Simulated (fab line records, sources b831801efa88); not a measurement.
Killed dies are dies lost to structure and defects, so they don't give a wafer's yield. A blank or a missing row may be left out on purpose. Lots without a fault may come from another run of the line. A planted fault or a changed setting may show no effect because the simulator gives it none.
fab line records | flow sky130 | part 1 of 2: steps 1 to 27 of 36
record lots=5 wafers=15 last_day=51
route steps=708 shown CONTACT@425 METAL1@434 VIA1@458
lots that met no fault: from a run of the same line without faults
start_h: hours from the record's first day to the start of the lot's first wafer shown | wait_h: hours since the lot's step before | " the same as in the row above | L1.1+2: a row that stands for several wafers | - no value, or no start given | * or withheld: withheld | < > ~ a bound
route shown NAME@n: a module of which the file shows steps, and the number in the route of the first | usual: mean/standard deviation of fault-free wafers | same: alike in all rows | chamber/n: place in a boat | sites: the reading at each site | _std_site: their standard deviation | _edge_site: outer sites' mean less inner sites' | radius_mm: how far each site lies from the wafer's centre | mask NAME#n: copy n | behind: the tool/chamber that last shaped the wafer | hold: why the lot was held/for how many hours/how that ended | device: the transistor (n, p or np) that didn't switch | end of line: the same wafers' tests at the end of the route | a step without rows: its recipe alone | killed: dies lost to structure and defects at the first sort, not the wafer's yield | map: a wafer's dies, x killed, . not, _ none there
set.NAME: the setting as run; set.NAME@STEP: as run at that earlier step | model.NAME: the simulator's own value behind a step, which no gauge read
lots at some steps of the route; a table a step, a row a wafer
services: from which hour (start_h, from the record's first day; less than 0 if before it) a tool's chamber was out of use, for how many hours, and why
## steps
# step SKY_CONTACT_STRIP_19
# recipe chemistry=O2/N2 power_w=1400 pressure_mtorr=1500 platen_temp_c=withheld o2_flow_sccm=3000 n2_flow_sccm=300 overash_fraction=0.5
# usual drypump_motor_current_A=5.6/0.34 oes_product_au=0.380/0.0044 strip_time_to_endpoint_s=3.61/0.036
# columns lot.wafer tool chamber start_h wait_h drypump_motor_current_A oes_product_au rf_hours_counter_h strip_time_to_endpoint_s
L080.3 plasma_asher-03 1 804.37 - 5.6 0.384 - 3.60
L080.4 " 0 " " 5.7 0.379 - 3.63
L080.6 " 0 " " 5.7 0.377 - 3.56
L083.1 plasma_asher-03 0 819.22 - 5.7 0.380 101 3.61
L083.3 " 1 " " 5.6 0.383 - 3.64
L083.5 " 0 " " 5.7 0.382 - 3.63
L086.2 plasma_asher-03 1 859.84 - 5.6 0.386 105 3.67
L086.4 " 1 " " 5.6 0.375 - 3.65
L086.5 " 1 " " 5.6 0.380 - 3.65
L096.1 plasma_asher-01 0 918.94 - 5.0 0.380 17 3.60
L096.3 " 1 " " 5.7 0.386 - 3.60
L096.4 " 0 " " 5.0 0.376 - 3.61
L097.1 plasma_asher-01 0 923.69 - 5.0 0.380 18 3.62
L097.2 " 1 " " 5.7 0.385 18 3.68
L097.3 " 0 " " 5.0 0.386 - 3.57
# step SKY_CONTACT_STRIP_20
# recipe chemistry=post_etch_residue_remover time_s=1200 temp_c=72.5
# columns lot.wafer tool chamber start_h wait_h
L080.3+4+6 wet_bench-01 3 804.44 0.0
L083.1+3+5 wet_bench-04 2 819.32 0.1
L086.2+4+5 wet_bench-01 1 859.94 0.1
L096.1+3+4 wet_bench-01 0 919.04 0.1
L097.1+2+3 wet_bench-02 3 923.79 0.1
# step SKY_CONTACT_CLEAN_21
# recipe chemistry=IPA time_s=180 temp_c=25
# columns lot.wafer tool chamber start_h wait_h
L080.3+4+6 wet_bench-04 1 805.12 0.0
L083.1+3+5 wet_bench-02 3 819.72 0.0
L086.2+4+5 wet_bench-02 0 860.31 0.0
L096.1+3+4 wet_bench-04 2 919.41 0.0
L097.1+2+3 wet_bench-01 2 924.13 0.0
# step SKY_CONTACT_CLEAN_22
# recipe chemistry=O3/DIW dry=n2_spin
# columns lot.wafer tool chamber start_h wait_h
L080.3+4+6 wet_bench-02 1 805.19 0.0
L083.1+3+5 wet_bench-04 2 819.78 0.0
L086.2+4+5 wet_bench-04 2 860.38 0.0
L096.1+3+4 wet_bench-01 3 919.54 0.0
L097.1+2+3 wet_bench-04 3 924.19 0.0
# step SKY_CONTACT_SPUTTER_23
# recipe material=TiN target_thk_nm=20 chamber_pressure_pa=5 power_w=4000 time_s=80
# usual cathode_dc_power_W=4000.0/0.69 throttle_valve_pct=30.1/1
# columns lot.wafer tool chamber start_h wait_h cathode_dc_power_W throttle_valve_pct
L080.3 pvd_sputter-02 - 805.37 0.0 3999.0 29.6
L080.4 " - " " 3998.7 31.3
L080.6 " - " " 3999.9 29.8
L083.1 pvd_sputter-02 - 819.89 0.0 3999.9 29.6
L083.3 " - " " 4000.5 29.4
L083.5 " - " " 3999.6 29.9
L086.2 pvd_sputter-01 - 860.47 0.0 4000.3 29.1
L086.4 " - " " 3999.6 28.8
L086.5 " - " " 4000.6 28.7
L096.1 pvd_sputter-01 - 919.64 0.0 3998.6 31.6
L096.3 " - " " 4000.1 28.7
L096.4 " - " " 4000.1 29.0
L097.1 pvd_sputter-03 - 924.29 0.0 3999.1 30.5
L097.2 " - " " 4000.4 28.2
L097.3 " - " " 3999.4 31.7
# step SKY_CONTACT_CVD_24
# recipe material=W target_thk_nm=340 time_s=102.12 temp_c=400 pressure_torr=40
# usual heater_power_w=843/56
# columns lot.wafer tool chamber start_h wait_h heater_power_w
L080.3 cvd_w-02 1 805.47 0.1 785
L080.4 " 0 " " 916
L080.6 " 0 " " 881
L083.1 cvd_w-02 1 819.95 0.0 780
L083.3 " 0 " " 897
L083.5 " 0 " " 904
L086.2 cvd_w-01 0 860.53 0.0 868
L086.4 " 1 " " 828
L086.5 " 0 " " 885
L096.1 cvd_w-02 0 919.70 0.0 922
L096.3 " 0 " " 912
L096.4 " 1 " " 775
L097.1 cvd_w-02 0 924.35 0.0 913
L097.2 " 1 " " 793
L097.3 " 0 " " 915
# step SKY_CONTACT_RS_MEAS_25
# recipe thk_meas_gauge=four-point-probe reads=W_of_CONTACT_CVD_24+TiN_of_CONTACT_SPUTTER_23
# usual CONTACT_W_RS=0.337/0.0031
# columns lot.wafer tool chamber start_h wait_h CONTACT_W_RS[ohm/sq]
L080.3 film_metro-01 - 805.58 0.1 0.336
L080.4 " - " " 0.339
L080.6 " - " " 0.337
L083.1 film_metro-03 - 820.06 0.1 0.341
L083.3 " - " " 0.341
L083.5 " - " " 0.337
L086.2 film_metro-03 - 860.66 0.1 0.335
L086.4 " - " " 0.340
L086.5 " - " " 0.334
L096.1 film_metro-02 - 919.81 0.1 0.339
L096.3 " - " " 0.337
L096.4 " - " " 0.340
L097.1 film_metro-02 - 924.46 0.1 0.339
L097.2 " - " " 0.335
L097.3 " - " " 0.335
# step SKY_CONTACT_THK_MEAS_26
# recipe thk_meas_gauge=xrf reads=W_of_CONTACT_CVD_24
# usual CONTACT_W_THK=348/3.7
# columns lot.wafer tool chamber start_h wait_h CONTACT_W_THK[nm]
L080.3 film_metro-01 - 805.68 0.1 346
L080.4 " - " " 342
L080.6 " - " " 344
L083.1 film_metro-03 - 820.18 0.1 343
L083.3 " - " " 342
L083.5 " - " " 347
L086.2 film_metro-03 - 860.77 0.1 345
L086.4 " - " " 343
L086.5 " - " " 347
L096.1 film_metro-02 - 919.93 0.1 350
L096.3 " - " " 350
L096.4 " - " " 350
L097.1 film_metro-02 - 924.58 0.1 349
L097.2 " - " " 353
L097.3 " - " " 353
# step SKY_CONTACT_CMP_27
# recipe stop_on=SiO2 t_overpolish_s=15 down_force_psi=3.5 platen_rpm=60 target_thk_nm=0 pad_velocity_m_s=0.94248
# usual motor_current_A=11.3/1.2 overpolish_run_s=15.001/0.0084 time_to_endpoint_s=83/4.3
# columns lot.wafer tool chamber start_h wait_h motor_current_A overpolish_run_s time_to_endpoint_s
L080.3 cmp-02 2 805.72 0.0 11.3 14.995 80
L080.4 " 3 " " 10.1 14.997 86
L080.6 " 3 " " 10.6 15.002 84
L083.1 cmp-02 1 820.34 0.1 12.4 14.999 81
L083.3 " 2 " " 10.7 15.017 77
L083.5 " 0 " " 11.8 14.996 85
L086.4 cmp-01 1 860.87 0.1 14.2 14.995 74
L086.2 " 3 " " 9.9 15.000 76
L086.5 " 0 " " 12.5 15.000 82
L096.4 cmp-02 3 919.99 0.0 10.0 14.999 87
L096.3 " 0 " " 11.7 14.993 91
L096.1 " 1 " " 12.2 15.006 90
L097.2 cmp-02 0 924.74 0.1 12.1 15.017 92
L097.1 " 1 " " 11.9 15.001 88
L097.3 " 3 " " 9.7 15.020 86
# step SKY_METAL1_SPUTTER_00
# recipe material=Ti target_thk_nm=15 power_w=3000 time_s=10 chamber_pressure_pa=0.4
# usual cathode_dc_power_W=3000.0/0.55 throttle_valve_pct=30.2/1
# columns lot.wafer tool chamber start_h wait_h cathode_dc_power_W throttle_valve_pct
L080.3 pvd_sputter-04 - 806.02 0.2 3000.0 29.7
L080.4 " - " " 2999.4 31.0
L080.6 " - " " 3000.4 31.4
L083.1 pvd_sputter-03 - 820.54 0.1 3000.9 31.5
L083.3 " - " " 2999.5 30.4
L083.5 " - " " 3000.2 29.9
L086.2 pvd_sputter-04 - 861.12 0.1 2999.3 30.9
L086.4 " - " " 2999.9 29.8
L086.5 " - " " 2999.1 30.0
L096.1 pvd_sputter-03 - 920.29 0.1 3000.4 28.5
L096.3 " - " " 3000.4 30.6
L096.4 " - " " 2999.8 29.9
L097.1 pvd_sputter-01 - 925.04 0.2 3000.9 30.2
L097.2 " - " " 2999.9 28.9
L097.3 " - " " 3001.1 28.9
# step SKY_METAL1_SPUTTER_01
# recipe material=TiN target_thk_nm=20 power_w=6500 time_s=16.7 chamber_pressure_pa=0.4
# usual cathode_dc_power_W=6500.1/1.3 throttle_valve_pct=30.2/1
# columns lot.wafer tool chamber start_h wait_h cathode_dc_power_W throttle_valve_pct
L080.3 pvd_sputter-04 - 806.05 0.0 6500.7 29.5
L080.4 " - " " 6501.5 30.9
L080.6 " - " " 6500.0 31.6
L083.1 pvd_sputter-03 - 820.57 0.0 6501.5 31.3
L083.3 " - " " 6501.0 30.5
L083.5 " - " " 6498.1 29.8
L086.2 pvd_sputter-04 - 861.14 0.0 6502.7 30.8
L086.4 " - " " 6499.9 30.0
L086.5 " - " " 6500.5 30.1
L096.1 pvd_sputter-03 - 920.31 0.0 6500.5 28.8
L096.3 " - " " 6500.9 30.3
L096.4 " - " " 6498.7 29.8
L097.1 pvd_sputter-01 - 925.06 0.0 6501.6 30.2
L097.2 " - " " 6499.6 28.8
L097.3 " - " " 6499.4 28.6
# step SKY_METAL1_SPUTTER_02
# recipe material=AlCu target_thk_nm=250 power_w=10600 time_s=13.3 chamber_pressure_pa=0.4
# usual cathode_dc_power_W=10600/1.9 throttle_valve_pct=30.2/1
# columns lot.wafer tool chamber start_h wait_h cathode_dc_power_W throttle_valve_pct
L080.3 pvd_sputter-04 - 806.07 0.0 10599 29.7
L080.4 " - " " 10599 30.6
L080.6 " - " " 10604 31.6
L083.1 pvd_sputter-03 - 820.59 0.0 10601 31.6
L083.3 " - " " 10601 30.6
L083.5 " - " " 10600 29.8
L086.2 pvd_sputter-04 - 861.17 0.0 10600 30.9
L086.4 " - " " 10601 29.7
L086.5 " - " " 10597 30.2
L096.1 pvd_sputter-03 - 920.34 0.0 10602 28.9
L096.3 " - " " 10599 30.2
L096.4 " - " " 10600 29.6
L097.1 pvd_sputter-01 - 925.09 0.0 10600 30.1
L097.2 " - " " 10601 28.7
L097.3 " - " " 10599 28.9
# step SKY_METAL1_SPUTTER_03
# recipe material=Ti target_thk_nm=5 power_w=3000 time_s=3.3 chamber_pressure_pa=0.4
# usual cathode_dc_power_W=3000.1/0.54 throttle_valve_pct=30.2/1
# columns lot.wafer tool chamber start_h wait_h cathode_dc_power_W throttle_valve_pct
L080.3 pvd_sputter-04 - 806.10 0.0 3000.3 29.8
L080.4 " - " " 2999.8 30.7
L080.6 " - " " 2999.2 31.4
L083.1 pvd_sputter-03 - 820.62 0.0 2999.6 31.5
L083.3 " - " " 3000.2 30.2
L083.5 " - " " 3000.0 29.6
L086.2 pvd_sputter-04 - 861.19 0.0 3000.5 30.7
L086.4 " - " " 3000.5 29.8
L086.5 " - " " 2998.9 29.9
L096.1 pvd_sputter-03 - 920.36 0.0 2999.5 28.9
L096.3 " - " " 2999.4 30.4
L096.4 " - " " 3000.1 29.9
L097.1 pvd_sputter-01 - 925.11 0.0 2999.5 30.1
L097.2 " - " " 3000.1 28.7
L097.3 " - " " 2999.3 28.8
# step SKY_METAL1_SPUTTER_04
# recipe material=TiN target_thk_nm=70 power_w=6500 time_s=58.3 chamber_pressure_pa=0.4
# usual cathode_dc_power_W=6500.1/1.2 throttle_valve_pct=30.2/1
# columns lot.wafer tool chamber start_h wait_h cathode_dc_power_W throttle_valve_pct
L080.3 pvd_sputter-04 - 806.11 0.0 6499.1 29.8
L080.4 " - " " 6499.0 30.8
L080.6 " - " " 6499.8 31.5
L083.1 pvd_sputter-03 - 820.63 0.0 6500.6 31.6
L083.3 " - " " 6498.5 30.7
L083.5 " - " " 6498.6 30.0
L086.2 pvd_sputter-04 - 861.21 0.0 6500.5 30.9
L086.4 " - " " 6498.6 30.2
L086.5 " - " " 6499.9 30.0
L096.1 pvd_sputter-03 - 920.38 0.0 6500.5 28.6
L096.3 " - " " 6501.9 30.2
L096.4 " - " " 6499.1 29.9
L097.1 pvd_sputter-01 - 925.13 0.0 6499.8 30.1
L097.2 " - " " 6500.4 28.8
L097.3 " - " " 6500.7 28.8
# step SKY_METAL1_RS_MEAS_05
# recipe thk_meas_gauge=four-point-probe reads=TiN_of_METAL1_SPUTTER_04+Ti_of_METAL1_SPUTTER_03+AlCu_of_METAL1_SPUTTER_02+TiN_of_METAL1_SPUTTER_01+Ti_of_METAL1_SPUTTER_00
# usual METAL1_ALCU_RS=0.1264/0.0011
# columns lot.wafer tool chamber start_h wait_h METAL1_ALCU_RS[ohm/sq]
L080.3 film_metro-04 - 806.20 0.1 0.1256
L080.4 " - " " 0.1255
L080.6 " - " " 0.1263
L083.1 film_metro-01 - 820.68 0.0 0.1287
L083.3 " - " " 0.1259
L083.5 " - " " 0.1266
L086.2 film_metro-04 - 861.28 0.0 0.1276
L086.4 " - " " 0.1269
L086.5 " - " " 0.1281
L096.1 film_metro-04 - 920.43 0.0 0.1265
L096.3 " - " " 0.1271
L096.4 " - " " 0.1246
L097.1 film_metro-04 - 925.18 0.0 0.1272
L097.2 " - " " 0.1269
L097.3 " - " " 0.1256
# step SKY_METAL1_THK_MEAS_06
# recipe thk_meas_gauge=xrf reads=AlCu_of_METAL1_SPUTTER_02
# usual METAL1_ALCU_THK=252.8/2.5
# columns lot.wafer tool chamber start_h wait_h METAL1_ALCU_THK[nm]
L080.3 film_metro-04 - 806.30 0.1 255.9
L080.4 " - " " 254.4
L080.6 " - " " 254.5
L083.1 film_metro-01 - 820.80 0.1 248.0
L083.3 " - " " 254.8
L083.5 " - " " 253.0
L086.2 film_metro-04 - 861.39 0.1 250.9
L086.4 " - " " 252.5
L086.5 " - " " 249.3
L096.1 film_metro-04 - 920.55 0.1 252.7
L096.3 " - " " 250.5
L096.4 " - " " 253.6
L097.1 film_metro-04 - 925.30 0.1 252.9
L097.2 " - " " 251.8
L097.3 " - " " 253.1
# step SKY_METAL1_DEHYDRATE_07
# recipe temp_c=200 time_s=58.87
# usual heater_power_total_W=161.38/0.13
# columns lot.wafer tool chamber start_h wait_h heater_power_total_W
L080.3 litho_track-04 0 818.60 12.3 161.32
L080.4 " 0 " " 161.33
L080.6 " 0 " " 161.27
L083.1 litho_track-04 0 834.30 13.5 161.25
L083.3 " 0 " " 161.44
L083.5 " 0 " " 161.37
L086.2 litho_track-04 0 873.43 12.0 161.40
L086.4 " 0 " " 161.65
L086.5 " 0 " " 161.48
L096.1 litho_track-04 0 932.50 11.9 161.56
L096.3 " 0 " " 161.54
L096.4 " 0 " " 161.40
L097.1 litho_track-02 0 937.23 11.9 161.52
L097.2 " 0 " " 161.29
L097.3 " 0 " " 161.40
# step SKY_METAL1_HMDS_08
# recipe prime_time_s=60 prime_temp_c=120
# columns lot.wafer tool chamber start_h wait_h
L080.3+4+6 litho_track-04 0 818.75 0.1
L083.1+3+5 litho_track-04 0 834.45 0.1
L086.2+4+5 litho_track-04 0 873.58 0.1
L096.1+3+4 litho_track-04 0 932.65 0.1
L097.1+2+3 litho_track-02 0 937.38 0.1
# step SKY_METAL1_COAT_09
# recipe resist=BARC temp_c=withheld time_s=withheld spin_rpm=3000 resist_thk_nm=60
# columns lot.wafer tool chamber start_h wait_h
L080.3+4+6 litho_track-04 0 818.90 0.1
L083.1+3+5 litho_track-04 0 834.60 0.1
L086.2+4+5 litho_track-04 0 873.73 0.1
L096.1+3+4 litho_track-04 0 932.80 0.1
L097.1+2+3 litho_track-02 0 937.53 0.1
# step SKY_METAL1_COAT_10
# recipe resist=KrF-thick spin_rpm=3000 resist_thk_nm=450
# columns lot.wafer tool chamber start_h wait_h
L080.3+4+6 litho_track-04 0 - -
L083.1+3+5 litho_track-04 0 - -
L086.2+4+5 litho_track-04 0 - -
L096.1+3+4 litho_track-04 0 - -
L097.1+2+3 litho_track-02 0 - -
# step SKY_METAL1_SOFTBAKE_11
# recipe temp_c=100 time_s=90 resist=KrF-thick
# usual heater_power_total_W=57.36/0.12
# columns lot.wafer tool chamber start_h wait_h heater_power_total_W
L080.3 litho_track-04 0 - - 57.29
L080.4 " 0 " " 57.51
L080.6 " 0 " " 57.28
L083.1 litho_track-04 0 - - 57.34
L083.3 " 0 " " 57.41
L083.5 " 0 " " 57.16
L086.2 litho_track-04 0 - - 57.35
L086.4 " 0 " " 57.28
L086.5 " 0 " " 57.29
L096.1 litho_track-04 0 - - 57.53
L096.3 " 0 " " 57.48
L096.4 " 0 " " 57.45
L097.1 litho_track-02 0 - - 57.46
L097.2 " 0 " " 57.35
L097.3 " 0 " " 57.34
# step SKY_METAL1_EXPOSE_12
# recipe mask_id=MM1 na=0.8 source_shape=annular sigma_inner=0.55 sigma_outer=0.85 target_cd_nm=140 dose_mj=28
# usual stage_vel_mm_s=499.98/0.23
# same na=0.8
# columns lot.wafer tool chamber start_h wait_h mask stage_vel_mm_s
L080.3 krf_scanner-02 0 - - MM1#0 500.01
L080.4 " 0 " " MM1#0 500.24
L080.6 " 0 " " MM1#0 499.83
L083.1 krf_scanner-02 0 - - MM1#0 499.87
L083.3 " 0 " " MM1#0 499.84
L083.5 " 0 " " MM1#0 500.22
L086.2 krf_scanner-02 0 - - MM1#0 500.04
L086.4 " 0 " " MM1#0 499.91
L086.5 " 0 " " MM1#0 499.78
L096.1 krf_scanner-01 0 - - MM1#0 500.29
L096.3 " 0 " " MM1#0 500.06
L096.4 " 0 " " MM1#0 499.63
L097.1 krf_scanner-02 0 - - MM1#0 500.19
L097.2 " 0 " " MM1#0 500.14
L097.3 " 0 " " MM1#0 499.69
# step SKY_METAL1_PEB_13
# recipe peb_temp_c=withheld peb_time_s=withheld resist=KrF-thick
# columns lot.wafer tool chamber start_h wait_h
L080.3+4+6 litho_track-04 0 - -
L083.1+3+5 litho_track-02 0 - -
L086.2+4+5 litho_track-04 0 - -
L096.1+3+4 litho_track-02 0 - -
L097.1+2+3 litho_track-04 0 - -
# step SKY_METAL1_DEVELOP_14
# recipe develop_time_s=60 resist=KrF-thick dev_temp_c=21
# columns lot.wafer tool chamber start_h wait_h
L080.3+4+6 litho_track-04 0 - -
L083.1+3+5 litho_track-02 0 - -
L086.2+4+5 litho_track-04 0 - -
L096.1+3+4 litho_track-02 0 - -
L097.1+2+3 litho_track-04 0 - -
# step SKY_METAL1_CD_MEAS_15
# recipe target_cd_nm=140
# usual cd_nm=139.9/1.3
# columns lot.wafer tool chamber start_h wait_h cd_nm
L080.3 cd_sem-01 - 832.34 - 139.5
L080.4 " - " " 138.8
L080.6 " - " " 139.2
L083.1 cd_sem-02 - 848.38 - 140.5
L083.3 " - " " 140.9
L083.5 " - " " 141.7
L086.2 cd_sem-02 - 887.42 - 139.8
L086.4 " - " " 139.8
L086.5 " - " " 141.3
L096.1 cd_sem-02 - 946.68 - 140.4
L096.3 " - " " 140.2
L096.4 " - " " 142.2
L097.1 cd_sem-01 - 950.75 - 140.1
L097.2 " - " " 139.8
L097.3 " - " " 141.1
# step SKY_METAL1_OVL_MEAS_16
# usual METAL1_OVL=-2/5.7
# columns lot.wafer tool chamber start_h wait_h METAL1_OVL[nm]
L080.3 overlay-01 - 832.44 0.1 15
L080.4 " - " " 0
L080.6 " - " " 3
L083.1 overlay-02 - 848.50 0.1 -6
L083.3 " - " " 1
L083.5 " - " " 1
L086.2 overlay-02 - 887.53 0.1 -1
L086.4 " - " " 3
L086.5 " - " " -1
L096.1 overlay-01 - 946.80 0.1 -1
L096.3 " - " " -5
L096.4 " - " " -3
L097.1 overlay-01 - 950.87 0.1 1
L097.2 " - " " -2
L097.3 " - " " -1
# step SKY_METAL1_DESCUM_17
# recipe chemistry=O2 source_power_w=150 bias_power_w=0 pressure_mtorr=10 temp_c=40 time_s=8
# usual drypump_motor_current_A=5.5/0.37 oes_product_au=1.004/0.01
# columns lot.wafer tool chamber start_h wait_h drypump_motor_current_A oes_product_au rf_hours_counter_h
L080.3 rie_metal-01 0 832.47 0.0 5.9 1.014 -
L080.4 " 1 " " 5.3 0.995 -
L080.6 " 1 " " 5.3 0.983 -
L083.1 rie_metal-04 0 848.54 0.0 6.3 1.001 10
L083.3 " 0 " " 6.3 0.991 -
L083.5 " 0 " " 6.3 1.001 -
L086.2 rie_metal-01 0 887.56 0.0 5.9 1.017 1
L086.4 " 0 " " 5.9 1.013 -
L086.5 " 0 " " 5.9 1.013 -
L096.1 rie_metal-01 0 946.84 0.0 5.9 1.016 4
L096.3 " 0 " " 5.9 1.022 -
L096.4 " 1 " " 5.4 1.002 -
L097.1 rie_metal-04 0 950.91 0.0 6.2 0.996 14
L097.2 " 1 " " 5.6 0.994 9
L097.3 " 1 " " 5.5 1.003 -
